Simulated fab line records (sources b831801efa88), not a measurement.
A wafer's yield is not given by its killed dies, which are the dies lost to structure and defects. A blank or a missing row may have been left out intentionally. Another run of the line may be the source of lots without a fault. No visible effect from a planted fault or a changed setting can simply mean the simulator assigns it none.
Which tool was responsible? -- flow sky130 -- 39 wafers sampled from 13 lots at 1 step of a route of 708

## WHAT THE GAUGES SHOWED, per wafer
SKY_LOCAL_INTERCONNECT_THK_MEAS_02: measures by xrf. Usual: for LOCAL_INTERCONNECT_TIN_THK the level is 99.6 nm and the standard deviation is 0.99.
lot,measured,on,LOCAL_INTERCONNECT_TIN_THK (nm),flag
L507,day 28 20:10,film metro-02,99.7 97.5 99.9,
L508,day 29 01:53,film metro-03,97.5 98.2 99.5,
L509,day 29 13:37,film metro-02,98.9 99.9 99.5,
L510,day 29 20:56,film metro-02,99.5 99.7 99.1,
L512,day 30 15:09,film metro-02,98.4 100.1 100.2,
L513,day 31 00:08,film metro-02,100.5 101.6 98.3,
L515,day 32 13:14,film metro-02,100.3 99.5 99.8,
L518,day 32 21:04,film metro-02,99.8 99.4 98.2,
L517,day 33 03:49,film metro-03,100.7 100.1 99.9,
L516,day 33 05:26,film metro-04,100.4 100.1 99.0,
L523,day 34 12:28,film metro-04,100.0 100.2 99.4,
L525,day 35 11:08,film metro-03,98.6 98.1 98.4,
L526,day 35 12:45,film metro-04,98.2 97.3 98.7,

## EACH LOT AND THE TOOL THAT RAN IT (in order: tool; ch and the chambers of the sampled wafers; start)
There is no process step in the record ahead of these readings.

## AS READ BY THE TOOLS THEMSELVES (means over the sampled wafers that have a number; for cases with no such wafer, the mark the record gives instead)
The record holds no such reading with a usual standard deviation.

## THE ANSWER, worked out from the rows above alone
Rule: lot off if the mean of its wafers having a number is beyond 3 standard deviations from the usual mean. Also off: a lot with no number at a reading for which 4 or more lots have one. The other lots that the step has rows for count as sound. The gauges are gone through in route order, then the tools' own readings, and for those a lot's mean is taken as printed above. At the first step where some lot is off, the reading lying furthest off is the one used; lots without a number count as furthest.
Nothing can be told from this: no lot is off at any reading shown.

## WHAT THE SIMULATOR HAD PUT IN
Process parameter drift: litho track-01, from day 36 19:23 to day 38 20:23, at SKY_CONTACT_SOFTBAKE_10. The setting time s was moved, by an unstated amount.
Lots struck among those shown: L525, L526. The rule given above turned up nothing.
